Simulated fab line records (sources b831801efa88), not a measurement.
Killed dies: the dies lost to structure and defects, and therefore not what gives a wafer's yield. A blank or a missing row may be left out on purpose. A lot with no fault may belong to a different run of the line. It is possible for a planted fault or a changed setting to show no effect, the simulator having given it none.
Struck lot and sound lot, side by side ; flow sky130 ; 17 steps out of a route of 708
Sound: these wafers, L940.3, L940.4, L940.6. Wafers L951.1, L951.4, L951.6 were the ones struck. At the end, the cause is stated.
For every step that has rows: the tool of each side, followed by ch and its chambers, followed by its first start. Under that, the readings that differ: sound wafers ; struck wafers ; difference of the means ; sigmas: that difference in standard deviations of wafers without a fault.
alike: same words and numbers on both sides, and readings whose means sit less than 2 such deviations apart. not compared: any withheld reading, any reading some wafer has no value for, any bound like >300 that may hide the same value, and any number with overlapping values for which the record gives no deviation.
The two part at a step that has a row with sigmas, a row that says differs or no value, or rows on one side only. Numbers that don't overlap but have no deviation are shown without sigmas and don't part them. Lack of a reading on every wafer of one side parts them only where that side has two or more wafers.

first, 1 step without rows for these wafers: SKY_VT_ADJUST_LVTN_IMPLANT_19.
SKY_VT_ADJUST_LVTN_STRIP_20: strips in O2/N2.
  sound on plasma_asher-01 ch 0,1, day 9 15:01; struck on plasma_asher-02 ch 0,1, day 13 01:59
  alike: drypump_motor_current_A, n2_flow_sccm, o2_flow_sccm, oes_product_au, strip_time_to_endpoint_s
  not compared: rf_hours_counter_h
SKY_VT_ADJUST_LVTN_TW_MEAS_21:
  sound on film_metro-03, day 9 15:05; struck on film_metro-01, day 13 02:05
  alike: VT_ADJUST_LVTN_2_TW
then, 7 steps without rows for these wafers: SKY_VT_ADJUST_NCORE_DEHYDRATE_00 (time 60 s); SKY_VT_ADJUST_NCORE_HMDS_01 (prime time 60 s); SKY_VT_ADJUST_NCORE_COAT_02 (resist thk 1140 nm); SKY_VT_ADJUST_NCORE_SOFTBAKE_03 (time 60 s); SKY_VT_ADJUST_NCORE_EXPOSE_04 (exposes mask LVTN COMPLEMENT THIN, target cd 380 nm); SKY_VT_ADJUST_NCORE_PEB_05; SKY_VT_ADJUST_NCORE_DEVELOP_06 (develop time 60 s).
SKY_VT_ADJUST_NCORE_CD_MEAS_07: target cd 380 nm.
  sound on cd_sem-02, day 10 12:40; struck on cd_sem-01, day 14 04:28
reading;sound;struck;difference;sigmas
cd_nm (nm);385.1 385.6 383.8;379.7 379.9 379.5;-5.1;-2
SKY_VT_ADJUST_NCORE_OVL_MEAS_08:
  sound on overlay-02, day 10 12:45; struck on overlay-02, day 14 04:35
  alike: VT_ADJUST_NCORE_OVL
SKY_VT_ADJUST_NCORE_IMPLANT_09:
  sound on implanter-02 ch 0, day 10 12:49; struck on implanter-03 ch 0, day 14 04:56
SKY_VT_ADJUST_NCORE_STRIP_10: strips in O2/N2.
  sound on plasma_asher-04 ch 0,1, day 10 12:58; struck on plasma_asher-04 ch 0, day 14 05:05
reading;sound;struck;difference;sigmas
oes_product_au (a.u.);0.708 0.712 0.712;0.714 0.724 0.720;+0.009;+2
  alike: drypump_motor_current_A, n2_flow_sccm, o2_flow_sccm, strip_time_to_endpoint_s
  not compared: rf_hours_counter_h
SKY_VT_ADJUST_NCORE_TW_MEAS_11:
  sound on film_metro-01, day 10 13:02; struck on film_metro-04, day 14 05:28
reading;sound;struck;difference;sigmas
VT_ADJUST_NCORE_TW;221.3 222.7 223.2;271.3 270.2 270.4;+48.2;+34
then, 2 steps without rows for these wafers: SKY_VT_ADJUST_HVTR_DEHYDRATE_00 (time 60 s); SKY_PAD_OPEN_PROBE_99.

WHERE THEY PART
First at SKY_VT_ADJUST_NCORE_CD_MEAS_07; last, within this record, at SKY_VT_ADJUST_NCORE_TW_MEAS_11.

WHY: what the simulator had put in
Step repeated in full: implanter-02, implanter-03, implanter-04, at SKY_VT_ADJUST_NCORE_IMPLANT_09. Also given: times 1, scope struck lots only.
